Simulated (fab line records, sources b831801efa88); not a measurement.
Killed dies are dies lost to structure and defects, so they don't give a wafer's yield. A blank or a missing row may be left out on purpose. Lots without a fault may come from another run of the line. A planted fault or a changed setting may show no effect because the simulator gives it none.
Chamber matching | flow sky130 | SKY_CONTACT_CVD_00 on pecvd-03: 3 sister chambers
The step deposits Si3N4, target thk 75 nm. 16 wafers are shown with their chamber, then 8 later ones without.

WAFERS WITH THEIR CHAMBER
wafer  | chamber | heater_power_w (W)
L076.1 | 0       | 680
L076.5 | 0       | 686
L076.6 | 2       | 598
L081.2 | 2       | 593
L081.4 | 1       | 810
L081.6 | 2       | 605
L080.4 | 2       | 587
L080.5 | 0       | 641
L080.6 | 1       | 804
L088.1 | 1       | 699
L088.2 | 2       | 545
L088.3 | 0       | 713
L093.2 | 2       | 530
L093.3 | 1       | 696
L093.4 | 1       | 676
L095.1 | 2       | 653

SIGNATURES (means of the wafers above)
reading        | chamber 0 | chamber 1 | chamber 2 | scatter within a chamber
heater_power_w | 680.00    | 737.00    | 587.29    | 47.4
Rule: a wafer's distance from a chamber is the root of the sum, over the readings, of the square of ((its reading less the chamber's mean) divided by the reading's scatter). The wafer belongs to the nearest chamber; if the next one is less than 2 further off, it can't be placed. The scatter: the root of (the sum of the squares of (reading less its chamber's mean) over the shown wafers, divided by (wafers less chambers)).

WAFERS WITHOUT THEIR CHAMBER
wafer  | heater_power_w (W)
L095.3 | 726
L095.5 | 694
L096.1 | 778
L096.2 | 616
L096.3 | 718
L096.4 | 764
L096.5 | 585
L096.6 | 700

WHICH CHAMBER EACH WENT THROUGH
wafer  | from the rows above          | in truth
L095.3 | can't be placed: 1 or 0      | 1
L095.5 | can't be placed: 0 or 1 or 2 | 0
L096.1 | can't be placed: 1 or 0      | 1
L096.2 | can't be placed: 2 or 0 or 1 | 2
L096.3 | can't be placed: 1 or 0      | 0
L096.4 | can't be placed: 1 or 0      | 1
L096.5 | can't be placed: 2 or 0      | 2
L096.6 | can't be placed: 0 or 1 or 2 | 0
Placed correctly: 0 of 8. Can't be placed from these rows: 8 (the true chamber is among the candidates in 8). Placed wrongly: 0.
